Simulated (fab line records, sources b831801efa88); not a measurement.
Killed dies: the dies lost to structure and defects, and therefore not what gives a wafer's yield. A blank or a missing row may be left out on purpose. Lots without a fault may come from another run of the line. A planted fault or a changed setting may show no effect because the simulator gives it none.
fab line records	flow sky130
record lots=14	wafers=42	lastDay=50
route steps=708 shown VIA4@651 METAL5@661 PASSIVATION@682 PAD_OPEN@708
lots that met no fault: taken from a fault-free run of the same line
startH: start of the lot's first displayed wafer, in hours after the record's first day	waitH: how many hours have passed since the lot's step before this one	" identical to the entry in the row above	L1.1+2: one row covering several wafers at once	- either no value or no given start	* or withheld: withheld	< > ~ a bound
route shown NAME@n: NAME is a module with steps in the file, n the number in the route of the first one	usual: mean and standard deviation over wafers with no fault	same: alike in all rows	chamber/n: place in a boat	sites: per-site readings	_std_site: standard deviation across them	_edge_site: outer sites' mean less inner sites'	radiusMm: how far each site lies from the wafer's centre	mask NAME#n: copy n	behind: the tool/chamber that last shaped the wafer	hold: why the lot was held/for how many hours/how that ended	device: the transistor (n, p or np) that didn't switch	end of line: tests run on the same wafers once the route is complete	a step given without rows: its recipe and nothing more	killed: not the wafer's yield, but the dies lost to structure and defects at the first sort	map: the dies of a wafer, with x for killed, . for not killed, _ for no die there
set.NAME: the setting the step ran with; set.NAME@STEP: the setting that earlier step ran with	model.NAME: the simulator's own value behind a step, which no gauge read
the route's steps for a sample of lots (tables are steps, rows are wafers)
services: when a tool's chamber went out of use (startH, in hours from the record's first day, below 0 if earlier), for how many hours, and the reason
## steps
# step SKY_VIA4_ETCH_12
# recipe target=SiO2	chemistry=C4F8/O2/Ar	stopOn=TiN	maskMaterial=NOVOLAK	sourceW=1500	biasW=1200	pressureMtorr=40	c4f8FlowSccm=withheld	O2_flow_sccm=6	Ar_flow_sccm=300	timeS=withheld	targetDepthA=5800
# usual oesProductAu=0.925/0.0047
lot.wafer	tool	chamber	startH	waitH	oesProductAu
L101.1	rieDiel-04	2	1015.19	0.0	0.923
L101.4	"	0	"	"	0.921
L101.5	"	3	"	"	0.936
L102.1	rieDiel-01	2	1022.26	0.0	0.936
L102.2	"	3	"	"	0.931
L102.5	"	3	"	"	0.928
L104.2	rieDiel-03	0	1038.09	0.0	0.930
L104.3	"	1	"	"	0.926
L104.4	"	3	"	"	0.921
L105.2	rieDiel-04	3	1048.84	0.0	0.926
L105.5	"	2	"	"	0.932
L105.6	"	1	"	"	0.922
L106.2	rieDiel-04	0	1066.59	0.0	0.925
L106.3	"	1	"	"	0.927
L106.4	"	3	"	"	0.927
L107.4	rieDiel-04	3	1079.12	0.0	0.930
L107.5	"	1	"	"	0.922
L107.6	"	0	"	"	0.920
L108.1	rieDiel-04	0	1081.31	0.0	0.920
L108.2	"	3	"	"	0.921
L108.5	"	0	"	"	0.925
L109.2	rieDiel-04	1	1087.26	0.0	0.924
L109.4	"	0	"	"	0.929
L109.6	"	3	"	"	0.936
L113.1	rieDiel-01	0	1102.29	0.0	0.924
L113.3	"	1	"	"	0.922
L113.4	"	3	"	"	0.924
L117.1	rieDiel-01	1	1129.79	0.0	0.930
L117.3	"	2	"	"	0.927
L117.6	"	0	"	"	0.925
L118.1	rieDiel-04	0	1134.79	0.0	0.928
L118.3	"	3	"	"	0.925
L118.4	"	2	"	"	0.925
L119.1	rieDiel-03	0	1135.09	0.0	0.918
L119.3	"	1	"	"	0.917
L119.6	"	0	"	"	0.926
L120.1	rieDiel-01	1	1135.39	0.0	0.933
L120.3	"	3	"	"	0.926
L120.5	"	1	"	"	0.918
L121.1	rieDiel-01	3	1140.24	0.0	0.919
L121.3	"	2	"	"	0.927
L121.5	"	1	"	"	0.934
# step SKY_METAL5_SPUTTER_00
# recipe material=Ti	targetThkNm=15	powerW=3000	timeS=10	chamberPressurePa=0.4
# usual throttleValvePct=29.7/0.85
lot.wafer	tool	chamber	startH	waitH	throttleValvePct
L101.1	pvdSputter-04	-	1016.55	0.2	31.2
L101.4	"	-	"	"	28.4
L101.5	"	-	"	"	31.3
L102.1	pvdSputter-03	-	1023.76	0.1	30.2
L102.2	"	-	"	"	28.9
L102.5	"	-	"	"	29.4
L104.2	pvdSputter-01	-	1039.94	0.1	28.7
L104.3	"	-	"	"	30.9
L104.4	"	-	"	"	29.4
L105.2	pvdSputter-01	-	1050.38	0.2	29.5
L105.5	"	-	"	"	29.6
L105.6	"	-	"	"	28.8
L106.2	pvdSputter-01	-	1067.96	0.1	29.4
L106.3	"	-	"	"	28.9
L106.4	"	-	"	"	31.0
L107.4	pvdSputter-03	-	1080.44	0.2	28.8
L107.5	"	-	"	"	29.8
L107.6	"	-	"	"	29.1
L108.1	pvdSputter-01	-	1082.67	0.1	29.6
L108.2	"	-	"	"	29.0
L108.5	"	-	"	"	30.7
L109.2	pvdSputter-03	-	1089.13	0.1	29.4
L109.4	"	-	"	"	30.2
L109.6	"	-	"	"	29.6
L113.1	pvdSputter-03	-	1104.05	0.2	29.6
L113.3	"	-	"	"	30.4
L113.4	"	-	"	"	28.9
L117.1	pvdSputter-01	-	1131.23	0.2	31.0
L117.3	"	-	"	"	29.5
L117.6	"	-	"	"	29.6
L118.1	pvdSputter-01	-	1136.15	0.2	29.4
L118.3	"	-	"	"	29.2
L118.4	"	-	"	"	30.4
L119.1	pvdSputter-04	-	1136.45	0.2	29.9
L119.3	"	-	"	"	29.7
L119.6	"	-	"	"	30.0
L120.1	pvdSputter-01	-	1136.81	0.1	29.5
L120.3	"	-	"	"	28.5
L120.5	"	-	"	"	30.7
L121.1	pvdSputter-03	-	1142.16	0.1	30.1
L121.3	"	-	"	"	30.0
L121.5	"	-	"	"	30.4
# step SKY_PASSIVATION_THK_MEAS_01
# recipe reads=SiO2_of_PASSIVATION_CVD_00
# usual PASSIVATION_CVD_00_THK=90.0/1.2
lot.wafer	tool	chamber	startH	waitH	PASSIVATION_CVD_00_THK[nm]
L101.1	filmMetro-02	-	1039.93	-	89.3
L101.4	"	-	"	"	90.1
L101.5	"	-	"	"	91.4
L102.1	filmMetro-02	-	1046.65	-	92.3
L102.2	"	-	"	"	89.8
L102.5	"	-	"	"	92.1
L104.2	filmMetro-02	-	1061.41	-	88.9
L104.3	"	-	"	"	89.7
L104.4	"	-	"	"	89.9
L105.2	filmMetro-04	-	1072.02	-	90.7
L105.5	"	-	"	"	91.5
L105.6	"	-	"	"	91.7
L106.2	filmMetro-04	-	1088.89	-	87.6
L106.3	"	-	"	"	90.7
L106.4	"	-	"	"	90.8
L107.4	filmMetro-03	-	1101.80	-	90.4
L107.5	"	-	"	"	89.2
L107.6	"	-	"	"	89.9
L108.1	filmMetro-04	-	1103.21	-	90.9
L108.2	"	-	"	"	89.6
L108.5	"	-	"	"	91.1
L109.2	filmMetro-02	-	1110.51	-	89.4
L109.4	"	-	"	"	92.1
L109.6	"	-	"	"	91.9
L113.1	filmMetro-04	-	1124.38	-	87.6
L113.3	"	-	"	"	89.3
L113.4	"	-	"	"	90.3
L117.1	filmMetro-04	-	1151.71	-	90.2
L117.3	"	-	"	"	89.7
L117.6	"	-	"	"	90.0
L118.1	filmMetro-03	-	1156.23	-	90.7
L118.3	"	-	"	"	89.7
L118.4	"	-	"	"	90.6
L119.1	filmMetro-03	-	1156.84	-	90.8
L119.3	"	-	"	"	89.1
L119.6	"	-	"	"	90.4
L120.1	filmMetro-04	-	1156.87	-	89.8
L120.3	"	-	"	"	90.2
L120.5	"	-	"	"	91.7
L121.1	filmMetro-03	-	1161.61	-	89.0
L121.3	"	-	"	"	88.0
L121.5	"	-	"	"	89.8
# step SKY_PASSIVATION_CVD_02
# recipe material=Si3N4	targetThkNm=540	tempC=400	timeS=withheld	rfW=450
# usual heaterPowerOuterW=461/79	heaterPowerW=774/110
lot.wafer	tool	chamber	startH	waitH	heaterPowerOuterW	heaterPowerW
L101.1	pecvd-04	1	1039.99	0.1	476	771
L101.4	"	2	"	"	372	601
L101.5	"	1	"	"	503	795
L102.1	pecvd-04	2	1046.71	0.1	484	723
L102.2	"	1	"	"	514	833
L102.5	"	1	"	"	521	833
L104.2	pecvd-01	2	1061.46	0.0	336	629
L104.3	"	0	"	"	545	903
L104.4	"	0	"	"	574	927
L105.2	pecvd-02	2	1072.07	0.0	445	747
L105.5	"	1	"	"	516	811
L105.6	"	0	"	"	562	936
L106.2	pecvd-02	0	1088.94	0.0	533	936
L106.3	"	2	"	"	406	672
L106.4	"	2	"	"	416	710
L107.4	pecvd-02	2	1101.94	0.1	371	634
L107.5	"	1	"	"	527	844
L107.6	"	0	"	"	501	845
L108.1	pecvd-04	2	1103.27	0.1	-	-
L108.2	"	0	"	"	-	-
L108.5	"	0	"	"	-	-
L109.2	pecvd-01	1	1110.56	0.0	-	-
L109.4	"	1	"	"	-	-
L109.6	"	0	"	"	-	-
L113.1	pecvd-02	1	1124.44	0.1	455	741
L113.3	"	2	"	"	477	760
L113.4	"	2	"	"	367	620
L117.1	pecvd-01	0	1151.77	0.1	564	951
L117.3	"	1	"	"	455	708
L117.6	"	2	"	"	399	720
L118.1	pecvd-04	2	1156.29	0.1	435	709
L118.3	"	1	"	"	538	832
L118.4	"	0	"	"	356	682
L119.1	pecvd-01	1	1156.90	0.1	452	730
L119.3	"	0	"	"	541	908
L119.6	"	2	"	"	372	685
L120.1	pecvd-02	0	1156.93	0.1	518	876
L120.3	"	1	"	"	546	855
L120.5	"	1	"	"	550	895
L121.1	pecvd-01	1	1161.67	0.1	445	728
L121.3	"	0	"	"	529	910
L121.5	"	2	"	"	299	580
# step SKY_PAD_OPEN_PROBE_99
# usual defectLimitedYield=82.4/1.8	killed_at_M0_to_M3=43/7.8	killed_at_M4_up=3.2/1.7	killedAtContacts=24/5.2	killedAtFrontEnd=15/4.5	killedAtOther=0.4/0.65	killedDies=87/9.1	killedOpen=47/7.3	killedShort=40/6.5	sort_bin_3_pad_short=0.9/0.46	sort_bin_5_function=10.4/1.5	sort_bin_6_memory=6.3/1	sortNPass=405/9.1	sortYieldPct=82.4/1.8
# same grossDies=492	killedAtBackSide=0	sort_bin_4_leakage[%]=0	sort_bin_8_speed[%]=0
lot.wafer	tool	chamber	startH	waitH	defectLimitedYield[%]	killed_at_M0_to_M3	killed_at_M4_up	killedAtContacts	killedAtFrontEnd	killedAtOther	killedDies	killedOpen	killedShort	sort_bin_3_pad_short[%]	sort_bin_5_function[%]	sort_bin_6_memory[%]	sortNPass	sortYieldPct[%]
L105.2	prober-02	-	1114.62	0.1	79.5	54	1	29	17	0	101	56	45	0.8	12.2	7.5	391	79.5
L105.5	prober-02	-	1114.77	0.2	84.1	37	2	22	17	0	78	41	37	1.0	8.9	5.9	414	84.1
L105.6	prober-02	-	1114.82	0.2	85.2	31	3	27	12	0	73	34	39	0.6	9.3	4.9	419	85.2
L117.1	prober-02	-	1187.29	0.1	85.6	35	2	18	16	0	71	41	30	0.8	7.1	6.5	421	85.6
L117.3	prober-02	-	1187.39	0.2	83.1	50	5	21	7	0	83	48	35	1.4	8.7	6.7	409	83.1
L117.6	prober-02	-	1187.54	0.2	83.1	41	4	25	13	0	83	45	38	1.0	9.3	6.5	409	83.1
# killed by level:class
L105.2 VIA1:geometricParticle:open=18 CONTACT:geometricParticle:open=10 LOCAL_INTERCONNECT:geometricParticle:short=7 POLY_GATE:geometricParticle:open=6 LI_CONTACT:geometricParticle:open=6 VIA1:geometricParticle:short=6 CONTACT:geometricParticle:short=5 METAL1:geometricParticle:short=5
L105.5 CONTACT:geometricParticle:open=10 VIA1:geometricParticle:open=10 VIA3:geometricParticle:open=7 CONTACT:geometricParticle:short=5 METAL1:geometricParticle:short=5 FIELD_ISO:geometricParticle:open=4 METAL3:geometricParticle:short=4 LI_CONTACT:geometricParticle:open=4
L105.6 LI_CONTACT:geometricParticle:open=9 VIA1:geometricParticle:short=8 CONTACT:geometricParticle:open=7 VIA1:geometricParticle:open=6 CONTACT:geometricParticle:short=5 FIELD_ISO:geometricParticle:short=4 VIA2:geometricParticle:open=4 VIA3:geometricParticle:open=3
L117.1 METAL2:geometricParticle:short=8 CONTACT:geometricParticle:open=7 VIA1:geometricParticle:open=7 LI_CONTACT:geometricParticle:open=6 POLY_GATE:geometricParticle:open=5 METAL1:geometricParticle:short=5 FIELD_ISO:geometricParticle:short=4 FIELD_ISO:geometricParticle:open=4
L117.3 VIA1:geometricParticle:open=11 VIA2:geometricParticle:open=9 VIA3:geometricParticle:open=7 CONTACT:geometricParticle:open=7 LI_CONTACT:geometricParticle:open=5 METAL1:geometricParticle:short=5 METAL2:geometricParticle:short=5 METAL3:geometricParticle:short=4
L117.6 METAL1:geometricParticle:short=11 VIA1:geometricParticle:open=11 CONTACT:geometricParticle:open=8 VIA2:geometricParticle:open=5 LI_CONTACT:geometricParticle:open=5 LOCAL_INTERCONNECT:geometricParticle:short=4 LOCAL_INTERCONNECT:geometricParticle:open=4 VIA3:geometricParticle:open=4
## services
tool	chamber	startH	hours	kind
pecvd-02	-	995.62	0.8	repair
pecvd-01	0	995.71	19.3	repair
pecvd-04	-	996.76	0.6	repair
pecvd-02	1	999.38	-	clean
pecvd-02	1	999.38	-	consumableReplace:showerhead
pecvd-02	1	999.38	29.0	scheduledDown
pecvd-02	1	999.38	29.0	ventCycle
pvdSputter-04	-	1027.30	6.3	repair
rieDiel-04	2	1037.38	6.4	repair
pecvd-01	0	1039.46	2.1	scheduledDown
pecvd-02	0	1044.99	5.5	scheduledDown
pecvd-04	1	1058.38	5.5	scheduledDown
rieDiel-04	2	1059.91	-	clean
rieDiel-04	2	1059.91	28.9	scheduledDown
rieDiel-04	2	1059.91	28.9	ventCycle
pvdSputter-04	-	1075.84	1.2	repair
pecvd-01	2	1081.29	19.0	repair
rieDiel-04	1	1114.44	8.8	repair
pecvd-01	1	1120.31	5.5	scheduledDown
rieDiel-03	0	1146.44	7.6	repair
pecvd-04	2	1149.51	3.7	repair
pvdSputter-01	-	1152.49	13.2	repair
pecvd-04	-	1156.62	2.8	pm
## key
firstSign step=SKY_PASSIVATION_CVD_02	reading=toolRecord	direction=missing
effect none on later readings
metAt SKY_PASSIVATION_CVD_02
struckLots L108,L109
scrappedBehind SKY_PASSIVATION_THK_MEAS_03 L108.1,L108.2,L108.5,L109.2,L109.4,L109.6
notActingAt SKY_VIA4_ETCH_12,SKY_METAL5_SPUTTER_00,SKY_PASSIVATION_THK_MEAS_01
onsetBetween 1061.46 1103.27
fault kind=skippedStepWhole	tool=pecvd-01,pecvd-04	chamber=-	onsetH=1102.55	steps=SKY_PASSIVATION_CVD_02	scope=struckLotsOnly
